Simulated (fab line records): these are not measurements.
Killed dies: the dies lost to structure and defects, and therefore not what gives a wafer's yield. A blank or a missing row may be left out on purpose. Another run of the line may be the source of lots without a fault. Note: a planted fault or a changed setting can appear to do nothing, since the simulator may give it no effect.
2 desks, one fault | flow gf180mcu | numbers are kept per desk, each desk with only its own; the story behind them comes last

FOR THE TOOL OWNER'S DESK: pecvd-04
The tool's own readings at GF_V2_CVD_02 (deposits SiO2 from TEOS, target thk 850 nm, time 94.851 s): means of the sampled wafers that have a number, for each lot that ran on this tool. If a lot's mean is further than 4 standard deviations from the usual mean, the lot is out of limits and carries the mark OUT (the distance appears in the brackets).
Columns: A = heater power w at GF_V2_CVD_02, usual 643 W
lot  | first seen here | A
L980 | day 20 00:38    | 693
L982 | day 21 06:04    | 590
L992 | day 24 11:01    | 653
Result from this desk: across the 3 lots, nothing is out of limits.

THE METROLOGY DESK
What the gauges read, lot by lot, whatever tool the lot ran on: means of the sampled wafers that have a number. If a lot's mean is further than 4 standard deviations from the usual mean, the lot is out of limits and carries the mark OUT (the distance appears in the brackets).
Columns: A = V1_BOW at GF_V1_BOW_MEAS_05, usual 82 um; B = V2_CVD_02_THK at GF_V2_THK_MEAS_03, usual 854 nm
lot  | first seen here | A  | B
L978 | day 17 03:38    | 89 | 852
L979 | day 17 11:58    | 86 | 854
L980 | day 17 22:33    | 78 | 852
L981 | day 18 07:24    | 85 | 849
L982 | day 19 02:47    | 83 | 851
L987 | day 20 23:20    | 84 | 865
L992 | day 22 11:16    | 90 | 806
L993 | day 22 16:04    | 70 | 838
L995 | day 23 11:28    | 83 | 871
L999 | day 24 15:25    | 79 | 848
L100 | day 24 22:32    | 83 | 858
Result from this desk: across the 11 lots, nothing is out of limits.

PUT TOGETHER
The tool owner's desk saw nothing out of limits.
From the metrology desk's view, nothing was out of limits.

WHAT HAD BEEN PUT IN BY THE SIMULATOR
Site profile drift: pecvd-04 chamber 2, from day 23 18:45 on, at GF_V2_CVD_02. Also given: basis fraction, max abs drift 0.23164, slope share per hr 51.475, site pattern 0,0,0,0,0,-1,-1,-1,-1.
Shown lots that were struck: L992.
